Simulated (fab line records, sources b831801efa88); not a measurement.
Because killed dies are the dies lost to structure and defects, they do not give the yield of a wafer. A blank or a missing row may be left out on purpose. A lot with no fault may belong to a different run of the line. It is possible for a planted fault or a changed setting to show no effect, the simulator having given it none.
Split-lot study :: flow gf180mcu :: on a route of 602 steps: 5 lots, 23 wafers read

== ABOUT THE SPLIT ==
At GF_PASSIVATION_CVD_00 (deposits SiO2 from TEOS, target thk 1000 nm, time 111.95 s), the setting time-s was moved away from the recipe's 111.95 s on 10 of the 23 wafers read, by -12.8% to +5.9%. The other wafers ran this setting at the recipe's value.

== THE PATH FROM SPLIT TO READING: the file shows 1 step between them ==
- GF_PASSIVATION_THK_MEAS_01

== THE READING ==
oes-product-au, in a.u., at GF_PASSIVATION_ETCH_11 (etches the open film in CF4/O2, stops on TiN, target depth 1800 nm, time 400 s). On this fab line, fault-free wafers typically give 0.962 a.u. with a standard deviation of 0.0078 a.u.

wafer: L076.3
tool, chamber at the split: pecvd-02, 1
time-s as run, s: 111.95
against the recipe: recipe
oes-product-au, a.u.: 0.954
against lot-mates on the recipe: -

wafer: L076.4
tool, chamber at the split: pecvd-02, 0
time-s as run, s: 111.95
against the recipe: recipe
oes-product-au, a.u.: 0.971
against lot-mates on the recipe: -

wafer: L076.6
tool, chamber at the split: pecvd-02, 1
time-s as run, s: 111.95
against the recipe: recipe
oes-product-au, a.u.: 0.956
against lot-mates on the recipe: -

wafer: L078.1
tool, chamber at the split: pecvd-03, 2
time-s as run, s: 111.95
against the recipe: recipe
oes-product-au, a.u.: 0.947
against lot-mates on the recipe: -

wafer: L078.2
tool, chamber at the split: pecvd-03, 1
time-s as run, s: 111.95
against the recipe: recipe
oes-product-au, a.u.: 0.958
against lot-mates on the recipe: -

wafer: L078.4
tool, chamber at the split: pecvd-03, 2
time-s as run, s: 103.8
against the recipe: -7.3%
oes-product-au, a.u.: 0.944
against lot-mates on the recipe: -0.014

wafer: L078.5
tool, chamber at the split: pecvd-03, 1
time-s as run, s: 111.95
against the recipe: recipe
oes-product-au, a.u.: 0.968
against lot-mates on the recipe: -

wafer: L078.6
tool, chamber at the split: pecvd-03, 0
time-s as run, s: 103.8
against the recipe: -7.3%
oes-product-au, a.u.: 0.940
against lot-mates on the recipe: -0.018

wafer: L079.1
tool, chamber at the split: pecvd-03, 2
time-s as run, s: 111.95
against the recipe: recipe
oes-product-au, a.u.: 0.950
against lot-mates on the recipe: -

wafer: L079.2
tool, chamber at the split: pecvd-03, 1
time-s as run, s: 97.66
against the recipe: -12.8%
oes-product-au, a.u.: 0.913
against lot-mates on the recipe: -0.043

wafer: L079.3
tool, chamber at the split: pecvd-03, 0
time-s as run, s: 97.66
against the recipe: -12.8%
oes-product-au, a.u.: 0.912
against lot-mates on the recipe: -0.044

wafer: L079.4
tool, chamber at the split: pecvd-03, 1
time-s as run, s: 111.95
against the recipe: recipe
oes-product-au, a.u.: 0.966
against lot-mates on the recipe: -

wafer: L079.6
tool, chamber at the split: pecvd-03, 2
time-s as run, s: 111.95
against the recipe: recipe
oes-product-au, a.u.: 0.953
against lot-mates on the recipe: -

wafer: L080.1
tool, chamber at the split: pecvd-03, 2
time-s as run, s: 111.95
against the recipe: recipe
oes-product-au, a.u.: 0.951
against lot-mates on the recipe: -

wafer: L080.2
tool, chamber at the split: pecvd-03, 0
time-s as run, s: 105.1
against the recipe: -6.1%
oes-product-au, a.u.: 0.936
against lot-mates on the recipe: -0.026

wafer: L080.4
tool, chamber at the split: pecvd-03, 2
time-s as run, s: 111.95
against the recipe: recipe
oes-product-au, a.u.: 0.974
against lot-mates on the recipe: -

wafer: L080.5
tool, chamber at the split: pecvd-03, 0
time-s as run, s: 105.1
against the recipe: -6.1%
oes-product-au, a.u.: 0.951
against lot-mates on the recipe: -0.011

wafer: L080.6
tool, chamber at the split: pecvd-03, 1
time-s as run, s: 105.1
against the recipe: -6.1%
oes-product-au, a.u.: 0.940
against lot-mates on the recipe: -0.022

wafer: L083.1
tool, chamber at the split: pecvd-01, 1
time-s as run, s: 111.95
against the recipe: recipe
oes-product-au, a.u.: 0.959
against lot-mates on the recipe: -

wafer: L083.2
tool, chamber at the split: pecvd-01, 2
time-s as run, s: 118.6
against the recipe: +5.9%
oes-product-au, a.u.: 0.978
against lot-mates on the recipe: +0.018

wafer: L083.3
tool, chamber at the split: pecvd-01, 0
time-s as run, s: 111.95
against the recipe: recipe
oes-product-au, a.u.: 0.962
against lot-mates on the recipe: -

wafer: L083.5
tool, chamber at the split: pecvd-01, 1
time-s as run, s: 118.6
against the recipe: +5.9%
oes-product-au, a.u.: 0.983
against lot-mates on the recipe: +0.023

wafer: L083.6
tool, chamber at the split: pecvd-01, 2
time-s as run, s: 118.6
against the recipe: +5.9%
oes-product-au, a.u.: 0.985
against lot-mates on the recipe: +0.025

THE FIT
A straight line over all 23 wafers: oes-product-au changes by +0.00339 a.u. for each +1% of time-s; r = +0.92; the points scatter about the line by 0.0075 a.u.
The same after taking each lot's own level away (the mean of its wafers on the recipe; 23 wafers): +0.00328 a.u. for each +1%; r = +0.92; scatter 0.0072 a.u.
According to that fit, moving time-s by its largest amount changes the reading by 0.042 a.u.
Across the lots, their own levels run from 0.9563 to 0.9625 a.u., a range of 0.8 times the standard deviation given above.
The two slopes agree, so the slope changes little with the lot-to-lot level.
Check: with one of the wafers moved furthest among these (-12.8%) left out of the fit, the line predicts -0.0403 a.u. for it against its lot-mates. It came out at -0.0433 a.u. against them.

== FURTHER SPLITS ON THESE WAFERS ==
Before the reading, these wafers also passed through other splits. Each is held against what the fit with the lots' levels taken away leaves over:
other split on the same wafers: GF_V5_ETCH_16 source-w
wafers away from the commonest value: 5
r with oes-product-au (lot level and that fit taken away): -0.04

other split on the same wafers: GF_V5_SPUTTER_21 chamber-pressure-pa
wafers away from the commonest value: 18
r with oes-product-au (lot level and that fit taken away): +0.18

other split on the same wafers: GF_TOP_METAL_SPUTTER_04 time-s
wafers away from the commonest value: 5
r with oes-product-au (lot level and that fit taken away): -0.12

== THE WHOLE CHAIN: every reading that the file lists as answering this split, in the file's order ==
step: GF_PASSIVATION_CVD_00
what it does: deposits SiO2 from TEOS, target thk 1000 nm, time 111.95 s
reading: SiO2_of_PASSIVATION_CVD_00.thk-nm (the simulator's own value, which no gauge read)
change (the file's fit): +9.41 nm for each +1% of the setting
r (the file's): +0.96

step: GF_PASSIVATION_THK_MEAS_01
what it does: 
reading: PASSIVATION_CVD_00_THK
change (the file's fit): +9.4 for each +1% of the setting
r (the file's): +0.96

step: GF_PASSIVATION_ETCH_11
what it does: etches the open film in CF4/O2, stops on TiN, target depth 1800 nm, time 400 s
reading: oes-product-au
change (the file's fit): +0.00319 a.u. for each +1% of the setting
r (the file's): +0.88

step: GF_PASSIVATION_ETCH_11
what it does: etches the open film in CF4/O2, stops on TiN, target depth 1800 nm, time 400 s
reading: PASSIVATION.feature-depth-nm (the simulator's own value, which no gauge read)
change (the file's fit): +9.69 nm for each +1% of the setting
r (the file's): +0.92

== THE FILE'S OWN FIT ==
oes-product-au changes by +0.00319 a.u. for each +1% of time-s, r = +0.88.
